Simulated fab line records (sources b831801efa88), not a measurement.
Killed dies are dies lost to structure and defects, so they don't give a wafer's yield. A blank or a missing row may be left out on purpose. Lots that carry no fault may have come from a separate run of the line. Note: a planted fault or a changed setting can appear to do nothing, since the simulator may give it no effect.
Comparing a struck lot with a sound one + flow sfq-line + 42 out of 325 route steps
Sound: wafers L330.2, L330.3, L330.6. Struck: wafers L337.2, L337.3 (left out: L337.4, a lot-mate that was not struck); the cause follows at the end.
Order at every step that has rows: each side's tool, ch and its chambers, its first start. Under that, the readings that differ: sound wafers + struck wafers + difference of the means + sigmas: that difference in standard deviations of wafers without a fault.
alike: readings whose means differ by less than 2 such deviations, and words and numbers that are the same on both sides. not compared: withheld readings, readings that some wafer has no value for, bounds like >300 that may hide the same value, and numbers for which the record gives no deviation and whose values overlap.
The two part at a step that has a row with sigmas, a row that says differs or no value, or rows on one side only. Non-overlapping numbers with no deviation appear without sigmas and do not part them. Lack of a reading on every wafer of one side parts them only where that side has two or more wafers.

first, 6 steps without rows for these wafers: SFQ_TRILAYER_I3_VIA_LITHO_COAT_090 (resist thk 62 nm); SFQ_TRILAYER_I3_VIA_LITHO_COAT_085 (resist thk 650 nm); SFQ_TRILAYER_I3_VIA_LITHO_SOFTBAKE_089; SFQ_TRILAYER_I3_VIA_LITHO_EXPOSE_086 (exposes mask I3, target cd 500 nm); SFQ_TRILAYER_I3_VIA_LITHO_PEB_088 (peb time 60 s); SFQ_TRILAYER_I3_VIA_LITHO_DEVELOP_087 (time 60 s).
SFQ_I3_OVL_MEAS_923:
  sound on overlay-02, day 50 17:43; struck on overlay-02, day 52 14:56
  alike: I3_OVL
then, 2 steps without rows for these wafers: SFQ_TRILAYER_I3_VIA_BARC_OPEN_VIA_ETCH_121 (etches BARC in O2, target depth 125 nm, time 41.7 s); SFQ_TRILAYER_I3_VIA_ETCH_VIA_ETCH_088 (etches SiO2 in CHF3, stops on Nb, target depth 260 nm).
SFQ_TRILAYER_I3_VIA_STRIP_STRIP_089: strips in O2.
  sound on rie-metal-02 ch 0,1, day 50 17:53; struck on rie-metal-01 ch 0, day 52 15:07
| reading               | sound             | struck      | difference | sigmas |
|-----------------------|-------------------|-------------|------------|--------|
| oes-product-au (a.u.) | 0.993 1.008 0.997 | 0.982 0.976 | -0.020     | -2     |
  alike: drypump-motor-current-A
  not compared: rf-hours-counter-h
then, 2 steps without rows for these wafers: SFQ_TRILAYER_I3_VIA_STRIP_SOLV_CLEAN_090 (cleans in NMP, time 600 s); SFQ_TRILAYER_M4_DEP_PRE_CLEAN_092 (time 22.5 s).
SFQ_TRILAYER_M4_DEP_SPUTTER_091: material Nb, target thk 200 nm, time 133.3 s.
  sound on pvd-sputter-04, day 50 18:43; struck on pvd-sputter-04, day 52 15:55
| reading                                             | sound             | struck      | difference | sigmas |
|-----------------------------------------------------|-------------------|-------------|------------|--------|
| model.Nb_of_TRILAYER_M4_DEP_SPUTTER_091.thk-nm (nm) | 195.5 197.1 196.5 | 267.9 268.3 | +71.7      |        |
  alike: throttle-valve-pct
SFQ_M4_RS_MEAS_924: uses a four-point probe to measure.
  sound on film-metro-03, day 50 18:49; struck on film-metro-04, day 52 16:02
| reading           | sound             | struck      | difference | sigmas |
|-------------------|-------------------|-------------|------------|--------|
| M4_NB_RS (ohm/sq) | 0.909 0.903 0.905 | 0.664 0.664 | -0.242     | -27    |
then, 6 steps without rows for these wafers: SFQ_TRILAYER_M4_LITHO_COAT_098 (resist thk 62 nm); SFQ_TRILAYER_M4_LITHO_COAT_093 (resist thk 600 nm); SFQ_TRILAYER_M4_LITHO_SOFTBAKE_097; SFQ_TRILAYER_M4_LITHO_EXPOSE_094 (exposes mask M4, target cd 500 nm); SFQ_TRILAYER_M4_LITHO_PEB_096 (peb time 60 s); SFQ_TRILAYER_M4_LITHO_DEVELOP_095 (time 60 s).
-- the record jumps here: 6 days lie between the struck wafers' starts before and after --
SFQ_M4_OVL_MEAS_926:
  sound on overlay-02, day 56 18:09; struck on overlay-02, day 58 07:45
  alike: M4_OVL
then, 1 step without rows for these wafers: SFQ_TRILAYER_M4_BARC_OPEN_METAL_ETCH_123 (etches BARC in O2, target depth 125 nm, time 41.7 s).
SFQ_TRILAYER_M4_ETCH_METAL_ETCH_096: etches Nb in Cl2/Ar, stops on SiO2, target depth 240 nm, time 120 s.
  sound on rie-metal-01 ch 0, day 56 18:14; struck on rie-metal-03 ch 0,1, day 58 07:50
| reading               | sound             | struck      | difference | sigmas |
|-----------------------|-------------------|-------------|------------|--------|
| oes-product-au (a.u.) | 0.877 0.883 0.893 | 1.000 0.998 | +0.115     | +18    |
  alike: bias-w, drypump-motor-current-A
  not compared: rf-hours-counter-h
SFQ_TRILAYER_M4_STRIP_STRIP_097: strips in O2.
  sound on rie-metal-01 ch 0, day 56 18:22; struck on rie-metal-03 ch 0,1, day 58 07:58
  alike: drypump-motor-current-A, oes-product-au
  not compared: rf-hours-counter-h
then, 1 step without rows for these wafers: SFQ_TRILAYER_M4_STRIP_SOLV_CLEAN_098 (cleans in NMP, time 600 s).
SFQ_TRILAYER_I4_DEP_PECVD_099: deposits SiO2 from SiH4/N2O, time 111.11 s, target thk 500 nm.
  sound on pecvd-04 ch 1,2, day 56 19:08; struck on pecvd-02 ch 1,2, day 58 08:44
  alike: heater-power-w, throttle-valve-pct
then, 1 step without rows for these wafers: SFQ_TRILAYER_I4_CMP_CMP_100 (polishes SiO2).
SFQ_I4_BOW_MEAS_927:
  sound on film-metro-01, day 57 06:50; struck on film-metro-04, day 58 15:42
  alike: I4_BOW
SFQ_TRILAYER_I4_METRO_MEASURE_101:
  sound on film-metro-01, day 57 07:08; struck on film-metro-04, day 58 16:00
  alike: thk-nm
then, 6 steps without rows for these wafers: SFQ_TRILAYER_I4_VIA_LITHO_COAT_108 (resist thk 62 nm); SFQ_TRILAYER_I4_VIA_LITHO_COAT_103 (resist thk 650 nm); SFQ_TRILAYER_I4_VIA_LITHO_SOFTBAKE_107; SFQ_TRILAYER_I4_VIA_LITHO_EXPOSE_104 (exposes mask I4, target cd 700 nm); SFQ_TRILAYER_I4_VIA_LITHO_PEB_106 (peb time 60 s); SFQ_TRILAYER_I4_VIA_LITHO_DEVELOP_105 (time 60 s).
-- the record jumps here: 6 days lie between the struck wafers' starts before and after --
SFQ_I4_OVL_MEAS_928:
  sound on overlay-02, day 57 11:27; struck on overlay-02, day 64 05:23
  alike: I4_OVL
SFQ_TRILAYER_I4_VIA_BARC_OPEN_VIA_ETCH_146: etches BARC in O2, target depth 125 nm, time 41.7 s.
  sound on rie-diel-04 ch 0,1,2, day 57 11:29; struck on rie-diel-04 ch 1,3, day 64 05:25
| reading               | sound             | struck      | difference | sigmas |
|-----------------------|-------------------|-------------|------------|--------|
| oes-product-au (a.u.) | 0.684 0.697 0.684 | 0.672 0.682 | -0.011     | -2     |
  alike: bias-w, drypump-motor-current-A
  not compared: rf-hours-counter-h
then, 4 steps without rows for these wafers: SFQ_TRILAYER_I4_VIA_ETCH_VIA_ETCH_106 (etches SiO2 in CHF3, stops on Nb, target depth 260 nm); SFQ_TRILAYER_I4_VIA_STRIP_STRIP_107 (strips in O2); SFQ_TRILAYER_I4_VIA_STRIP_SOLV_CLEAN_108 (cleans in NMP, time 600 s); SFQ_TRILAYER_JJ_TRILAYER_DEP_PRE_CLEAN_113 (time 22.5 s).
-- the record jumps here: 26 days lie between the struck wafers' starts before and after --
SFQ_M8_BOW_MEAS_951:
  sound on film-metro-02, day 89 16:38; struck on film-metro-04, day 90 10:37
| reading                       | sound                | struck        | difference | sigmas |
|-------------------------------|----------------------|---------------|------------|--------|
| model.etest.m4.comb-log10-ohm | 12 12 12             | 0 0           | -12        |        |
| model.etest.m4.ohm-sq         | 0.9111 0.9038 0.9062 | 0.6648 0.6639 | -0.2427    |        |
  alike: M8_BOW

WHERE THEY PART
Earliest at SFQ_TRILAYER_I3_VIA_STRIP_STRIP_089; latest, in this record, at SFQ_TRILAYER_I4_VIA_BARC_OPEN_VIA_ETCH_146. Later steps at which nothing parts them and some readings are alike: SFQ_M8_BOW_MEAS_951.

WHY: what the simulator had put in
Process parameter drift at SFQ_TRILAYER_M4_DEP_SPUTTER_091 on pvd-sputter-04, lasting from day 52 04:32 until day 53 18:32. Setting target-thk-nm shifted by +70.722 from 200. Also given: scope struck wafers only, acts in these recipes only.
